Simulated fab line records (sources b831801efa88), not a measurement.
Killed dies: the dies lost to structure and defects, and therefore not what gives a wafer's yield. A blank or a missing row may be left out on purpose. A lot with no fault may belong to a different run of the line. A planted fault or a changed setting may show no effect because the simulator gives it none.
Which of the tools did it? | flow sky130 | 6 lots with 18 wafers sampled at 2 steps, on a route of 708 steps

WHAT THE GAUGES READ, wafer by wafer
SKY_VIA1_CD_MEAS_12: the cd target is 150 nm.
lot  | measured     | on        | cd nm (nm)
L937 | day 35 01:58 | cd sem-02 | 149.7 149.9 149.2
L940 | day 35 18:26 | cd sem-01 | 150.1 149.0 150.0
L942 | day 36 08:04 | cd sem-01 | 149.3 150.6 149.5
L944 | day 37 00:39 | cd sem-02 | 149.0 147.9 149.8
L951 | day 38 21:18 | cd sem-02 | 151.5 150.6 149.5
L954 | day 39 14:22 | cd sem-02 | 146.5 147.0 148.7

EACH LOT AND THE TOOL THAT RAN IT (in order: tool; ch and the chambers of the sampled wafers; start)
lot  | SKY_LDD_N_IMPLANT_10
L937 | implanter-04 ch 0, day 18 21:26
L940 | implanter-02 ch 0, day 19 20:17
L942 | implanter-01 ch 0, day 20 11:58
L944 | implanter-01 ch 0, day 21 06:44
L951 | implanter-01 ch 0, day 23 11:43
L954 | implanter-04 ch 0, day 24 09:47
- SKY_LDD_N_IMPLANT_10

THE ANSWER, worked out from the rows above alone
Rule: what is usual is taken from the lots themselves. The widest of any qualifying gaps counts: lots, ordered by their means at a reading, are off when they make up no more than a third of the lots, leave a main group of 4 or more, and stand apart from it by 3 or more times the standard deviation of that group's means. The tables above print the reading to a certain number of digits; a main group whose means all agree to those digits is not used. Also off: a lot with no number at a reading for which 4 or more lots have one. Where the step has rows for the other lots, those lots are counted as sound.
No lot is off at any reading shown: from this, nothing can be told.

WHAT THE SIMULATOR HAD INSERTED
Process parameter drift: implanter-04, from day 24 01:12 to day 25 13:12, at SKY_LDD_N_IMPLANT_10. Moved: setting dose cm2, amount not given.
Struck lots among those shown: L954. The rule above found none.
